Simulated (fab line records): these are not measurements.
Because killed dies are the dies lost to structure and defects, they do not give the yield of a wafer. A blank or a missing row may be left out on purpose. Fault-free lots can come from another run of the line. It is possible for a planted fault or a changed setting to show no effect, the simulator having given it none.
The tool behind it: which one? | flow gf180mcu | 13 lots with 39 wafers sampled at 4 steps, on a route of 602 steps

## WHAT EACH GAUGE READ, for each wafer
GF_M1_RS_MEAS_05: uses a four-point probe to measure.
lot  | measured     | on            | M1_ALCU_RS (ohm/sq)
L574 | day 16 02:52 | film metro-04 | 0.0688 0.0695 0.0695
L576 | day 16 21:50 | film metro-04 | 0.0706 0.0696 0.0697
L579 | day 18 01:38 | film metro-04 | 0.0708 0.0704 0.0705
L580 | day 18 06:53 | film metro-03 | 0.0689 0.0704 0.0696
L581 | day 18 17:45 | film metro-03 | 0.0712 0.0698 0.0691
L583 | day 19 15:51 | film metro-03 | 0.0699 0.0687 0.0689
L585 | day 20 07:58 | film metro-01 | 0.0701 0.0692 0.0682
L586 | day 20 16:43 | film metro-01 | 0.0698 0.0696 0.0690
L590 | day 21 23:27 | film metro-03 | 0.0711 0.0704 0.0704
L592 | day 22 23:34 | film metro-04 | 0.0680 0.0688 0.0684
L594 | day 23 09:42 | film metro-03 | 0.0706 0.0708 0.0710
L595 | day 23 15:33 | film metro-04 | 0.0694 0.0698 0.0700
L597 | day 24 03:38 | film metro-04 | 0.0698 0.0693 0.0691

GF_M1_THK_MEAS_06: measures by xrf.
lot  | measured     | on            | M1_ALCU_THK (nm)
L574 | day 16 02:58 | film metro-04 | 466 463 463
L576 | day 16 21:56 | film metro-04 | 456 463 463
L579 | day 18 01:44 | film metro-04 | 458 455 455
L580 | day 18 06:59 | film metro-03 | 462 452 456
L581 | day 18 17:52 | film metro-03 | 447 453 458
L583 | day 19 15:58 | film metro-03 | 455 465 462
L585 | day 20 08:05 | film metro-01 | 452 459 463
L586 | day 20 16:48 | film metro-01 | 453 456 460
L590 | day 21 23:34 | film metro-03 | 449 454 457
L592 | day 22 23:41 | film metro-04 | 477 468 478
L594 | day 23 09:49 | film metro-03 | 453 451 451
L595 | day 23 15:40 | film metro-04 | 465 461 458
L597 | day 24 03:46 | film metro-04 | 463 468 468

## EACH LOT AND THE TOOL THAT RAN IT (in order: tool; ch and the chambers of the sampled wafers; start)
lot  | GF_CONTACT_ETCH_16                 | GF_M1_SPUTTER_04
L574 | rie diel-02 ch 0,1,3, day 16 01:26 | pvd sputter-04, day 16 02:47
L576 | rie diel-03 ch 1,2,3, day 16 20:26 | pvd sputter-02, day 16 21:45
L579 | rie diel-02 ch 2,3, day 18 00:14   | pvd sputter-03, day 18 01:34
L580 | rie diel-03 ch 0,2,3, day 18 05:29 | pvd sputter-04, day 18 06:49
L581 | rie diel-01 ch 0,1, day 18 16:14   | pvd sputter-02, day 18 17:41
L583 | rie diel-02 ch 0,1, day 19 14:29   | pvd sputter-02, day 19 15:49
L585 | rie diel-02 ch 0,1,3, day 20 06:35 | pvd sputter-02, day 20 07:56
L586 | rie diel-03 ch 0,1,2, day 20 15:17 | pvd sputter-04, day 20 16:37
L590 | rie diel-02 ch 1,2, day 21 22:05   | pvd sputter-02, day 21 23:25
L592 | rie diel-01 ch 1,2,3, day 22 22:10 | pvd sputter-02, day 22 23:31
L594 | rie diel-03 ch 1,2, day 23 08:13   | pvd sputter-03, day 23 09:38
L595 | rie diel-02 ch 1,3, day 23 14:11   | pvd sputter-03, day 23 15:31
L597 | rie diel-03 ch 0,3, day 24 02:16   | pvd sputter-03, day 24 03:36
- GF_CONTACT_ETCH_16: etches BARC in N2/H2.
- GF_M1_SPUTTER_04: material TiN, target thk 50 nm, time 41.7 s.

## AS READ BY THE TOOLS THEMSELVES (means over the sampled wafers that have a number; for cases with no such wafer, the mark the record gives instead)
GF_CONTACT_ETCH_16.
lot  | tool        | drypump motor current A (A) | h2 flow sccm (sccm) | oes product au (a.u.) | throttle valve pct (%)
L574 | rie diel-02 | 5.8                         | 199.9               | 0.849                 | 13.227
L576 | rie diel-03 | 5.6                         | 200.5               | 0.856                 | 13.230
L579 | rie diel-02 | 5.5                         | 200.5               | 0.850                 | 13.224
L580 | rie diel-03 | 5.7                         | 199.6               | 0.853                 | 13.229
L581 | rie diel-01 | 5.6                         | 200.0               | 0.859                 | 13.223
L583 | rie diel-02 | 5.7                         | 200.0               | 0.853                 | 13.228
L585 | rie diel-02 | 5.8                         | 200.0               | 0.854                 | 13.221
L586 | rie diel-03 | 5.7                         | 200.1               | 0.855                 | 13.230
L590 | rie diel-02 | 5.6                         | 200.1               | 0.859                 | 13.231
L592 | rie diel-01 | 5.6                         | 199.7               | 0.858                 | 13.222
L594 | rie diel-03 | 5.8                         | 199.8               | 0.853                 | 13.230
L595 | rie diel-02 | 5.9                         | 199.1               | 0.857                 | 13.227
L597 | rie diel-03 | 5.6                         | 200.1               | 0.854                 | 13.220

GF_M1_SPUTTER_04.
lot  | tool           | cathode dc power W (W) | throttle valve pct (%)
L574 | pvd sputter-04 | 6501.0                 | 30.2
L576 | pvd sputter-02 | 6500.3                 | 29.6
L579 | pvd sputter-03 | 6499.4                 | 29.9
L580 | pvd sputter-04 | 6500.1                 | 30.1
L581 | pvd sputter-02 | 6500.1                 | 29.8
L583 | pvd sputter-02 | 6500.6                 | 30.5
L585 | pvd sputter-02 | 6499.4                 | 29.1
L586 | pvd sputter-04 | 6499.4                 | 30.1
L590 | pvd sputter-02 | 6313.6                 | 29.7
L592 | pvd sputter-02 | 6313.4                 | 29.8
L594 | pvd sputter-03 | 6500.7                 | 30.1
L595 | pvd sputter-03 | 6499.4                 | 30.6
L597 | pvd sputter-03 | 6501.0                 | 29.9

## THE ANSWER, worked out from the rows above alone
Rule: what is usual is taken from the lots themselves. The widest of any qualifying gaps counts: lots, ordered by their means at a reading, are off when they make up no more than a third of the lots, leave a main group of 4 or more, and stand apart from it by 3 or more times the standard deviation of that group's means. The tables above print the reading to a certain number of digits; a main group whose means all agree to those digits is not used. A lot without any number at a reading at which 4 lots or more have one is off too. Any other lot the step has rows for is counted as sound. The gauges are gone through in route order, then the tools' own readings, and for those a lot's mean is taken as printed above. The first step at which some lot is off is used, and at that step the reading that is off furthest; a lot without a number counts as furthest.
Off at GF_M1_SPUTTER_04 (cathode dc power W): L590, L592. Main group: mean 6500.1 W, sd 0.62.
If a tool, at that step or one of the process steps before it, ran each lot that is off and ran no sound lot following the first of them, it fits. One fits: pvd sputter-02 at GF_M1_SPUTTER_04. Its last sound lot is L585 (day 20 07:56), its first lot that is off L590 (day 21 23:25): a fault that began between those two fits.
On the lots that are off, the tool's own readings at GF_M1_SPUTTER_04 differ by more than 5 times the standard deviation of the sound lots' means, which bears it out; cathode dc power W reads 6313.5 W there versus 6500.1 W on the sound lots.

## WHAT THE SIMULATOR HAD PUT IN
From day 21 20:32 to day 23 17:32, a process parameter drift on pvd sputter-02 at GF_M1_SPUTTER_04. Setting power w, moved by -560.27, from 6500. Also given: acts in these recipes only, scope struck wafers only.
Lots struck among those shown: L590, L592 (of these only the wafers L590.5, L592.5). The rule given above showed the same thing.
